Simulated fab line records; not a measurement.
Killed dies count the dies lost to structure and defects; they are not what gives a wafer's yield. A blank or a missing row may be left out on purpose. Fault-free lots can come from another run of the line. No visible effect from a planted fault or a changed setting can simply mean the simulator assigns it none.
Matching of chambers	flow sky130	SKY_VIA3_ETCH_15 on rieDiel-01 has 4 sister chambers
The step etches SiO2 in C4F8/O2/Ar, stops on TiN, target depth 507 nm, time 78 s. 14 wafers are shown with their chamber, then 7 later ones without.

## WAFERS WITH THEIR CHAMBER
wafer	chamber	oesProductAu (a.u.)
L649.2	1	0.940
L649.4	3	0.943
L649.6	1	0.943
L650.1	1	0.951
L650.3	3	0.959
L650.4	0	0.937
L663.1	3	0.948
L663.5	3	0.947
L663.6	2	0.942
L666.2	2	0.950
L666.3	1	0.941
L666.5	0	0.948
L667.1	3	0.945
L667.2	1	0.957

SIGNATURES, as means of the wafers listed above
reading	chamber 0	chamber 1	chamber 2	chamber 3	scatter within a chamber
oesProductAu	0.94250	0.94640	0.94600	0.94840	0.0068
Rule: a wafer's distance from a chamber is the root of the sum, over the readings, of the square of ((its reading less the chamber's mean) divided by the reading's scatter). The wafer belongs to the nearest chamber; if the next one is less than 2 further off, it can't be placed. The scatter: take each reading less its chamber's mean, square it, sum over the shown wafers, divide by the number of wafers less the number of chambers, and take the root.

## WAFERS WITHOUT THEIR CHAMBER
wafer	oesProductAu (a.u.)
L667.4	0.943
L670.1	0.947
L670.5	0.949
L670.6	0.950
L671.2	0.951
L671.3	0.937
L671.6	0.951

## CHAMBER TAKEN BY EACH
wafer	from the rows above	in truth
L667.4	can't be placed: 0 or 2 or 1 or 3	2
L670.1	can't be placed: 1 or 2 or 3 or 0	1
L670.5	can't be placed: 3 or 1 or 2 or 0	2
L670.6	can't be placed: 3 or 1 or 2 or 0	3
L671.2	can't be placed: 3 or 1 or 2 or 0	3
L671.3	can't be placed: 0 or 2 or 1 or 3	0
L671.6	can't be placed: 3 or 1 or 2 or 0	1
Correct placement for 0 of the 7. From these rows, 7 cannot be placed; in 7 the true chamber is one of the candidates. 0 placed wrongly.
